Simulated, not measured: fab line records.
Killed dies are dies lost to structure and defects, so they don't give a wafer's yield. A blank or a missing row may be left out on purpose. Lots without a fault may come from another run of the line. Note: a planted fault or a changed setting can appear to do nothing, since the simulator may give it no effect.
Struck lot and sound lot, side by side || flow gf180mcu || 14 steps out of a route of 602
Sound: wafers L656.1, L656.3, L656.6. Wafers struck: L646.1, L646.4, L646.5. Last of all comes the cause.
Order at every step that has rows: each side's tool, ch and its chambers, its first start. Under that, the readings that differ: sound wafers || struck wafers || difference of the means || sigmas: that difference in standard deviations of wafers without a fault.
alike: a reading whose means differ by less than 2 such deviations, as well as words and numbers matching on both sides. not compared: withheld readings; readings where some wafer has no value; bounds like >300 that might hide an equal value; numbers whose values overlap and for which the record gives no deviation.
The two part at a step that has a row with sigmas, a row that says differs or no value, or rows on one side only. Numbers that don't overlap but have no deviation are shown without sigmas and don't part them. A reading that every wafer of one side lacks parts them only if that side has two wafers or more.

first, 2 steps without rows for these wafers: GF_MIM_PEB_17; GF_MIM_DEVELOP_18 (develop time 60 s).
GF_MIM_METAL_ETCH_19: etches the open film in Cl2/BCl3, stops on Si3N4, target depth 324.5 nm, time 54.1 s.
  sound on rieMetal-01 ch 0,1, day 29 19:49; struck on rieMetal-01 ch 0,1, day 26 14:34
  alike: drypumpMotorCurrentA, oesProductAu, rfFwdPowerW, throttleValvePct
  not compared: rfHoursCounterH
GF_MIM_STRIP_20: strips in O2/N2.
  sound on plasmaAsher-04 ch 0,1, day 29 19:53; struck on plasmaAsher-03 ch 0,1, day 26 14:38
  alike: drypumpMotorCurrentA, heaterPowerW, n2FlowSccm, oesProductAu, stripTimeToEndpointS
  not compared: rfHoursCounterH
then, 8 steps without rows for these wafers: GF_MIM_STRIP_21 (strips in post etch residue remover, time 1200 s); GF_MIM_CLEAN_22 (cleans in DIW); GF_M5_DEHYDRATE_00 (time 60 s); GF_M5_HMDS_01 (prime time 60 s); GF_M5_COAT_02 (resist thk 1000 nm); GF_M5_SOFTBAKE_03 (time 60 s); GF_M5_EXPOSE_04 (exposes mask Metal5, target cd 280 nm); GF_M5_PEB_05 (peb time 90 s).
GF_M5_DEVELOP_06: develop time 60 s.
  sound on lithoTrack-03 ch 0, day 30 14:31; struck on lithoTrack-03, day 27 10:04
  no value came back on the struck wafers for chillPlateTempC (C), developTimeS (s); on the sound wafers chillPlateTempC (C) reads 22.86 22.85 22.90
{"reading": "model.KrF_of_M5_COAT_02.thkNm (nm)", "sound": "987.9 983.1 984.1", "struck": "1001 1001 1001", "difference": "+16", "sigmas": ""}
GF_M5_CD_MEAS_07: target cd 280 nm.
  struck on cdSem-02, day 27 10:13; sound on cdSem-01, day 30 14:40
{"reading": "cdNm (nm)", "sound": "282.5 281.9 282.5", "struck": "- - -", "difference": "no value on the struck wafers", "sigmas": ""}

== WHERE THEY PART ==
At GF_M5_DEVELOP_06 first; at GF_M5_CD_MEAS_07 last (within this record only).

WHY: what the simulator had put in
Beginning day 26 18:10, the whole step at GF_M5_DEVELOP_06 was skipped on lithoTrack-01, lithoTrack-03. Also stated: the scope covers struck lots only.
